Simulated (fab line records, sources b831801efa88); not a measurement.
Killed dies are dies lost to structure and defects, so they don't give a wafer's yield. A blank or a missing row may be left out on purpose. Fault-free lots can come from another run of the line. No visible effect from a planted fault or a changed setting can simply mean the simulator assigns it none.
Matching of chambers | flow sky130 | SKY_VIA1_CMP_02 on cmp-01 has 4 sister chambers
The step polishes SiO2. 14 wafers are shown with their chamber, then 7 later ones without.

## WAFERS PAIRED WITH THEIR CHAMBERS
wafer  | chamber | motor current A (A)
L406.1 | 0       | 13.7
L406.2 | 2       | 11.8
L406.4 | 3       | 12.7
L408.1 | 0       | 13.0
L408.4 | 2       | 12.8
L408.5 | 1       | 10.9
L411.1 | 2       | 12.4
L411.2 | 1       | 11.5
L411.4 | 0       | 13.5
L412.4 | 2       | 11.8
L412.5 | 3       | 12.2
L412.6 | 2       | 12.7
L424.1 | 2       | 12.9
L424.2 | 3       | 12.7

SIGNATURES, as means of the wafers listed above
reading         | chamber 0 | chamber 1 | chamber 2 | chamber 3 | scatter within a chamber
motor current A | 13.400    | 11.200    | 12.400    | 12.533    | 0.427
Rule: for each reading, subtract the chamber's mean from the wafer's reading, divide by that reading's scatter and square the result; add these up over the readings and take the root, which gives the wafer's distance from the chamber. If the next closest chamber is less than 2 further off than the closest, the wafer can't be placed; otherwise it belongs to the closest. The scatter: take each reading less its chamber's mean, square it, sum over the shown wafers, divide by the number of wafers less the number of chambers, and take the root.

## WAFERS WITH NO CHAMBER GIVEN
wafer  | motor current A (A)
L424.4 | 13.3
L425.1 | 13.7
L425.4 | 11.7
L425.5 | 12.6
L427.1 | 12.2
L427.2 | 13.0
L427.4 | 11.3

## CHAMBER TAKEN BY EACH
wafer  | from the rows above          | in truth
L424.4 | can't be placed: 0 or 3 or 2 | 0
L425.1 | 0                            | 0
L425.4 | can't be placed: 1 or 2 or 3 | 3
L425.5 | can't be placed: 3 or 2 or 0 | 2
L427.1 | can't be placed: 2 or 3 or 1 | 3
L427.2 | can't be placed: 0 or 3 or 2 | 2
L427.4 | 1                            | 1
Correctly placed: 2 of 7. These rows do not allow placing 5 (true chamber among the candidates in 5). 0 placed wrongly.
